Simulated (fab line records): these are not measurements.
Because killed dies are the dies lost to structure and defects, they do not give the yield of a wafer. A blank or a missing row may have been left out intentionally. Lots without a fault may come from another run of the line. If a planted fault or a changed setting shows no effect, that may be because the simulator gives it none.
Struck lot and sound lot, side by side | flow gf180mcu | 14 out of 602 route steps
Sound: these wafers, L777.1, L777.3, L777.5. Struck: wafers L776.1, L776.4, L776.5. Last of all comes the cause.
For every step that has rows: the tool of each side, followed by ch and its chambers, followed by its first start. Under that, the readings that differ: sound wafers | struck wafers | difference of the means | sigmas: that difference in standard deviations of wafers without a fault.
alike: words and numbers the same on both sides, and readings whose means are apart by under 2 such deviations; not compared: readings that were withheld, readings missing a value for some wafer, numbers with overlapping values and no deviation given by the record, and bounds like >300 which may hide the same value.
A row with sigmas, a row that says differs or no value, or rows on one side alone: a step with any of these is where the two part. When numbers do not overlap yet have no deviation, they are printed without sigmas and do not part them. Lack of a reading on every wafer of one side parts them only where that side has two or more wafers.

GF_HV_LDD_RS_MEAS_53: uses a four-point probe to measure.
  struck on filmMetro-01, day 17 21:01; sound on filmMetro-03, day 17 20:25
  alike: HV_LDD_RS
then, 1 step without rows for these wafers: GF_HV_LDD_CVD_54 (deposits SiO2 from TEOS, target thk 10 nm, time 75 s).
GF_HV_LDD_THK_MEAS_55:
  struck on filmMetro-01, day 17 22:35; sound on filmMetro-03, day 17 21:34
  alike: HV_LDD_CVD_54_THK
then, 1 step without rows for these wafers: GF_HV_LDD_CVD_56 (deposits Si3N4 from DCS/NH3, target thk 90 nm, time 1543 s).
GF_HV_LDD_THK_MEAS_57:
  struck on filmMetro-01, day 18 00:50; sound on filmMetro-01, day 17 23:25
  alike: HV_LDD_CVD_56_THK
GF_HV_LDD_ETCHBACK_58: etches Si3N4 in CH3F/O2, stops on SiO2, time 100 s, target depth 90 nm.
  sound on rieDiel-03 ch 2,3, day 17 23:29; struck on rieDiel-02 ch 2,3, day 18 00:54
  alike: drypumpMotorCurrentA, oesProductAu, throttleValvePct
  not compared: rfHoursCounterH
then, 6 steps without rows for these wafers: GF_NSD_DEHYDRATE_00 (time 60 s); GF_NSD_HMDS_01 (prime time 60 s); GF_NSD_COAT_02 (resist thk 1000 nm); GF_NSD_SOFTBAKE_03 (time 60 s); GF_NSD_EXPOSE_04 (exposes mask Nplus, target cd 400 nm); GF_NSD_PEB_05.
GF_NSD_DEVELOP_06: develop time 60 s.
  sound on lithoTrack-01 ch 0, day 18 22:58; struck on lithoTrack-01, day 19 00:31
  no value came back on the struck wafers for chillPlateTempC (C), developTimeS (s); on the sound wafers chillPlateTempC (C) reads 23.12 23.09 22.93
GF_NSD_CD_MEAS_07: target cd 400 nm.
  struck on cdSem-02, day 19 00:40; sound on cdSem-01, day 18 23:07
reading   | sound             | struck | difference                    | sigmas
cdNm (nm) | 401.5 402.6 399.8 | - - -  | no value on the struck wafers | 

## WHERE THEY PART
At GF_NSD_DEVELOP_06 first; at GF_NSD_CD_MEAS_07 last (within this record only).

WHY: the cause the simulator had injected
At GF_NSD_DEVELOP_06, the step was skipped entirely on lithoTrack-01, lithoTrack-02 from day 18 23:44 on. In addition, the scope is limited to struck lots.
